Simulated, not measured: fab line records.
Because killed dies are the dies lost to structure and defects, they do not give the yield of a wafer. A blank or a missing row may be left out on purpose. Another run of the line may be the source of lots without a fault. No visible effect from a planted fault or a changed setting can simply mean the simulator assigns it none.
Which tool was responsible? ; flow gf180mcu ; 12 lots, 36 wafers sampled, at 5 steps of a route of 602

== WHAT THE GAUGES SHOWED, per wafer ==
GF_M2_CD_MEAS_14: target cd 280 nm. Usual: 279.9 nm for cd_nm, sd 1.2.
lot;measured;on;cd_nm (nm);flag
L305;day 19 07:10;cd_sem-02;280.6 280.1 279.6;
L306;day 19 12:36;cd_sem-02;281.3 281.5 280.5;
L307;day 19 17:36;cd_sem-02;279.5 280.3 278.9;
L308;day 20 03:19;cd_sem-01;277.8 278.3 276.9;
L309;day 20 06:39;cd_sem-01;279.0 279.4 279.1;
L310;day 20 22:48;cd_sem-01;280.7 280.2 280.3;
L312;day 22 01:25;cd_sem-02;281.3 279.7 279.2;
L313;day 22 13:47;cd_sem-02;280.4 279.4 279.3;
L315;day 23 04:43;cd_sem-01;279.7 280.9 280.0;
L326;day 26 07:54;cd_sem-02;280.6 272.2 280.6;
L327;day 26 19:02;cd_sem-01;281.5 282.0 281.4;
L328;day 27 07:46;cd_sem-02;280.9 279.2 281.2;

GF_V2_THK_MEAS_01. Usual: V2_CVD_00_THK 602 nm, standard deviation 7.6.
lot;measured;on;V2_CVD_00_THK (nm);flag
L305;day 19 08:01;film_metro-02;596 601 603;
L306;day 19 13:31;film_metro-03;597 611 596;
L307;day 19 18:31;film_metro-03;610 612 598;
L308;day 20 04:11;film_metro-03;605 596 604;
L309;day 20 07:34;film_metro-01;597 607 589;
L310;day 21 00:09;film_metro-02;605 601 602;
L312;day 22 02:24;film_metro-02;598 600 590;
L313;day 22 14:43;film_metro-02;602 596 609;
L315;day 23 05:55;film_metro-03;595 593 598;
L326;day 26 09:11;film_metro-03;593 614 615;
L327;day 26 20:00;film_metro-01;601 595 614;
L328;day 27 08:52;film_metro-03;592 607 600;

== WHICH TOOL RAN EACH LOT (tool, then ch and the chambers of the sampled wafers, then the start) ==
lot;GF_M2_SPUTTER_04;GF_M2_PEB_12;GF_M2_METAL_ETCH_16
L305;pvd_sputter-01, day 18 07:35;litho_track-02 ch 0, day 19 06:52;rie_metal-01 ch 0,1, day 19 07:18
L306;pvd_sputter-01, day 18 12:15;litho_track-03 ch 0, day 19 12:15;rie_metal-02 ch 0,1, day 19 12:46
L307;pvd_sputter-03, day 18 17:26;litho_track-01 ch 0, day 19 17:15;rie_metal-03 ch 0,1, day 19 17:45
L308;pvd_sputter-01, day 19 03:23;litho_track-01 ch 0, day 20 02:59;rie_metal-02 ch 0, day 20 03:27
L309;pvd_sputter-01, day 19 06:16;litho_track-03 ch 0, day 20 06:18;rie_metal-01 ch 0,1, day 20 06:49
L310;pvd_sputter-03, day 19 23:16;litho_track-03 ch 0, day 20 22:27;rie_metal-03 ch 1, day 20 22:58
L312;pvd_sputter-01, day 21 02:01;litho_track-03 ch 0, day 22 01:05;rie_metal-02 ch 0,1, day 22 01:34
L313;pvd_sputter-03, day 21 14:26;litho_track-02 ch 0, day 22 13:23;rie_metal-01 ch 0,1, day 22 13:56
L315;pvd_sputter-01, day 22 05:36;litho_track-02 ch 0, day 23 04:22;rie_metal-02 ch 0,1, day 23 04:52
L326;pvd_sputter-03, day 25 11:36;litho_track-03 ch 0, day 26 07:33;rie_metal-03 ch 0,1, day 26 08:04
L327;pvd_sputter-02, day 25 22:59;litho_track-02 ch 0, day 26 18:41;rie_metal-02 ch 0, day 26 19:12
L328;pvd_sputter-02, day 26 11:13;litho_track-02 ch 0, day 27 07:25;rie_metal-03 ch 1, day 27 07:55
- GF_M2_SPUTTER_04: material TiN, target thk 50 nm, time 41.7 s.
- GF_M2_PEB_12: peb time 90 s.
- GF_M2_METAL_ETCH_16: etches the open film in Cl2/BCl3, stops on SiO2, target depth 627.5 nm, time 104.6 s.

== WHAT THE TOOLS THEMSELVES READ (means of the sampled wafers that have a number; where no wafer has one, the mark that the record gives instead) ==
GF_M2_SPUTTER_04. Usual: 30.5 % for throttle_valve_pct, sd 0.87.
lot;tool;throttle_valve_pct (%);flag
L305;pvd_sputter-01;30.0;
L306;pvd_sputter-01;30.0;
L307;pvd_sputter-03;30.7;
L308;pvd_sputter-01;29.2;
L309;pvd_sputter-01;29.2;
L310;pvd_sputter-03;31.1;
L312;pvd_sputter-01;30.6;
L313;pvd_sputter-03;30.1;
L315;pvd_sputter-01;29.4;
L326;pvd_sputter-03;30.6;
L327;pvd_sputter-02;30.8;
L328;pvd_sputter-02;30.7;

GF_M2_PEB_12. Usual: 84.70 W for heater_power_total_W, sd 0.079.
lot;tool;heater_power_total_W (W);flag
L305;litho_track-02;84.66;
L306;litho_track-03;84.66;
L307;litho_track-01;84.75;
L308;litho_track-01;84.68;
L309;litho_track-03;84.71;
L310;litho_track-03;84.68;
L312;litho_track-03;84.78;
L313;litho_track-02;84.81;
L315;litho_track-02;84.68;
L326;litho_track-03;84.68;
L327;litho_track-02;84.71;
L328;litho_track-02;84.66;

GF_M2_METAL_ETCH_16. Usual: bcl3_flow_sccm 40.00 sccm, standard deviation 0.12; drypump_motor_current_A 5.7 A, standard deviation 0.31; oes_product_au 0.974 a.u., standard deviation 0.0074; throttle_valve_pct 28.247 %, standard deviation 0.012.
lot;tool;bcl3_flow_sccm (sccm);drypump_motor_current_A (A);oes_product_au (a.u.);throttle_valve_pct (%);flag
L305;rie_metal-01;39.89;5.9;0.978;28.245;
L306;rie_metal-02;40.04;5.4;0.977;28.251;
L307;rie_metal-03;40.03;5.9;0.968;28.257;
L308;rie_metal-02;40.05;5.3;0.977;28.243;
L309;rie_metal-01;39.99;5.6;0.965;28.270;
L310;rie_metal-03;39.89;5.8;0.968;28.251;
L312;rie_metal-02;40.10;5.5;0.957;28.269;
L313;rie_metal-01;39.98;5.9;0.972;28.241;
L315;rie_metal-02;40.07;5.6;0.974;28.233;
L326;rie_metal-03;40.09;5.9;0.978;28.237;
L327;rie_metal-02;40.04;5.3;0.979;28.232;
L328;rie_metal-03;40.11;5.8;0.978;28.245;

== THE ANSWER, worked out from the rows above alone ==
Rule: lot off if the mean of its wafers having a number is beyond 3 standard deviations from the usual mean. A lot without any number at a reading at which 4 lots or more have one is off too. Any other lot the step has rows for is counted as sound. Order of review: gauges by route order, followed by the tools' own readings, for which a lot's mean as printed above is used. The first step at which some lot is off is used, and at that step the reading that is off furthest; a lot without a number counts as furthest.
No lot is off at any reading shown: from this, nothing can be told.

== WHAT HAD BEEN PUT IN BY THE SIMULATOR ==
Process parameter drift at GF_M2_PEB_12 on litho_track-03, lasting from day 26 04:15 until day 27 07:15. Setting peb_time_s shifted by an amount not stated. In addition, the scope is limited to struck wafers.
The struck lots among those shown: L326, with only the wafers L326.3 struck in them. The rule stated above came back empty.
